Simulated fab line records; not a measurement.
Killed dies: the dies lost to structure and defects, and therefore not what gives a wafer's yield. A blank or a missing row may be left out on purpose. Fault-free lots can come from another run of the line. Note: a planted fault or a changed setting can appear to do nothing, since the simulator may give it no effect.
Which tool did it? / flow sky130 / 13 lots, 39 wafers sampled, at 4 steps of a route of 708

## WHAT THE GAUGES READ, wafer by wafer
SKY_GATE_OXIDE_TW_MEAS_14.
lot=L616; measured=day 13 22:14; on=film_metro-04; GATE_OXIDE_TW=222.8 222.8 221.8
lot=L617; measured=day 14 06:59; on=film_metro-04; GATE_OXIDE_TW=225.0 223.4 223.7
lot=L618; measured=day 14 11:12; on=film_metro-02; GATE_OXIDE_TW=222.9 220.4 221.5
lot=L619; measured=day 14 14:09; on=film_metro-04; GATE_OXIDE_TW=223.7 224.9 222.4
lot=L620; measured=day 15 07:26; on=film_metro-02; GATE_OXIDE_TW=224.9 224.4 225.1
lot=L621; measured=day 15 14:23; on=film_metro-02; GATE_OXIDE_TW=225.0 224.1 224.0
lot=L628; measured=day 18 03:19; on=film_metro-02; GATE_OXIDE_TW=225.3 224.3 224.5
lot=L629; measured=day 18 10:41; on=film_metro-04; GATE_OXIDE_TW=222.6 223.0 223.3
lot=L631; measured=day 19 00:49; on=film_metro-02; GATE_OXIDE_TW=225.8 225.1 224.9
lot=L632; measured=day 19 12:56; on=film_metro-04; GATE_OXIDE_TW=224.5 223.7 224.3
lot=L633; measured=day 20 01:43; on=film_metro-04; GATE_OXIDE_TW=224.2 223.4 221.9
lot=L635; measured=day 20 14:05; on=film_metro-03; GATE_OXIDE_TW=222.4 220.3 220.5
lot=L639; measured=day 22 00:56; on=film_metro-04; GATE_OXIDE_TW=221.9 222.3 221.3

SKY_LDD_N_TW_MEAS_17.
lot=L616; measured=day 17 19:59; on=film_metro-01; LDD_N_TW=2598 2599 2602
lot=L617; measured=day 18 01:01; on=film_metro-01; LDD_N_TW=2630 2626 2638
lot=L618; measured=day 18 07:29; on=film_metro-01; LDD_N_TW=2616 2621 2618
lot=L619; measured=day 18 15:15; on=film_metro-01; LDD_N_TW=2620 2624 2618
lot=L620; measured=day 19 06:13; on=film_metro-03; LDD_N_TW=2554 2558 2548
lot=L621; measured=day 19 16:05; on=film_metro-02; LDD_N_TW=2599 2591 2593
lot=L628; measured=day 22 06:27; on=film_metro-02; LDD_N_TW=2593 2587 2595
lot=L629; measured=day 22 15:03; on=film_metro-01; LDD_N_TW=2606 2605 2602
lot=L631; measured=day 23 04:48; on=film_metro-02; LDD_N_TW=2575 2592 2583
lot=L632; measured=day 23 17:43; on=film_metro-01; LDD_N_TW=2608 2597 2599
lot=L633; measured=day 24 04:55; on=film_metro-02; LDD_N_TW=2585 2580 2594
lot=L635; measured=day 24 18:18; on=film_metro-02; LDD_N_TW=2585 2589 2592
lot=L639; measured=day 26 01:41; on=film_metro-01; LDD_N_TW=2603 2603 2610

SKY_LDD_P_CD_MEAS_07 targets a cd of 380 nm.
lot=L616; measured=day 19 02:13; on=cd_sem-01; cd_nm (nm)=378.5 379.5 383.0
lot=L617; measured=day 19 07:52; on=cd_sem-01; cd_nm (nm)=374.8 377.3 377.7
lot=L618; measured=day 19 14:02; on=cd_sem-02; cd_nm (nm)=420.3 420.7 418.9
lot=L619; measured=day 19 22:14; on=cd_sem-02; cd_nm (nm)=380.0 378.0 377.4
lot=L620; measured=day 20 12:43; on=cd_sem-01; cd_nm (nm)=414.2 414.3 413.4
lot=L621; measured=day 20 22:47; on=cd_sem-01; cd_nm (nm)=388.2 383.8 380.8
lot=L628; measured=day 23 12:28; on=cd_sem-01; cd_nm (nm)=382.3 381.1 379.7
lot=L629; measured=day 23 21:31; on=cd_sem-01; cd_nm (nm)=380.1 378.6 378.8
lot=L631; measured=day 24 10:31; on=cd_sem-02; cd_nm (nm)=383.6 381.6 381.5
lot=L632; measured=day 24 23:46; on=cd_sem-02; cd_nm (nm)=377.0 378.9 375.2
lot=L633; measured=day 25 09:58; on=cd_sem-01; cd_nm (nm)=378.0 380.0 377.3
lot=L635; measured=day 25 23:26; on=cd_sem-02; cd_nm (nm)=379.5 379.1 377.5
lot=L639; measured=day 27 07:00; on=cd_sem-02; cd_nm (nm)=377.5 379.3 378.5

## WHAT TOOL EACH LOT RAN ON (gives the tool, then ch and the chambers of the sampled wafers, and finally the start)
lot=L616; SKY_LDD_P_DEVELOP_06=litho_track-01 ch 0, day 19 02:04
lot=L617; SKY_LDD_P_DEVELOP_06=litho_track-01 ch 0, day 19 07:43
lot=L618; SKY_LDD_P_DEVELOP_06=litho_track-01 ch 0, day 19 13:54
lot=L619; SKY_LDD_P_DEVELOP_06=litho_track-02 ch 0, day 19 22:07
lot=L620; SKY_LDD_P_DEVELOP_06=litho_track-01 ch 0, day 20 12:34
lot=L621; SKY_LDD_P_DEVELOP_06=litho_track-04 ch 0, day 20 22:39
lot=L628; SKY_LDD_P_DEVELOP_06=litho_track-04 ch 0, day 23 12:20
lot=L629; SKY_LDD_P_DEVELOP_06=litho_track-01 ch 0, day 23 21:22
lot=L631; SKY_LDD_P_DEVELOP_06=litho_track-04 ch 0, day 24 10:23
lot=L632; SKY_LDD_P_DEVELOP_06=litho_track-01 ch 0, day 24 23:37
lot=L633; SKY_LDD_P_DEVELOP_06=litho_track-01 ch 0, day 25 09:49
lot=L635; SKY_LDD_P_DEVELOP_06=litho_track-02 ch 0, day 25 23:17
lot=L639; SKY_LDD_P_DEVELOP_06=litho_track-02 ch 0, day 27 06:52
- SKY_LDD_P_DEVELOP_06: develop time 60 s.

## AS READ BY THE TOOLS THEMSELVES (means over the sampled wafers that have a number; for cases with no such wafer, the mark the record gives instead)
The record holds no such reading with a usual standard deviation.

## THE ANSWER, worked out from the rows above alone
Rule: the usual values come from the lots themselves. The widest of any qualifying gaps counts: lots, ordered by their means at a reading, are off when they make up no more than a third of the lots, leave a main group of 4 or more, and stand apart from it by 3 or more times the standard deviation of that group's means. Not used: any main group whose means are identical at the precision the tables above print for the reading. A lot without any number at a reading at which 4 lots or more have one is off too. Where the step has rows for the other lots, those lots are counted as sound. First the gauges in route order, then the tools' own readings, where a lot's mean is used as printed above. At the first step where some lot is off, the reading lying furthest off is the one used; lots without a number count as furthest.
Off at SKY_LDD_P_CD_MEAS_07 (cd_nm): L618, L620. For the main group the mean is 379.5 nm and the standard deviation 2.2.
A tool fits if, at a process step before that reading, it ran every lot that is off, and no sound lot after the first of them. The gauges at SKY_LDD_P_CD_MEAS_07 are tried like those tools. Of those tried, none fits.

## WHAT THE SIMULATOR HAD INSERTED
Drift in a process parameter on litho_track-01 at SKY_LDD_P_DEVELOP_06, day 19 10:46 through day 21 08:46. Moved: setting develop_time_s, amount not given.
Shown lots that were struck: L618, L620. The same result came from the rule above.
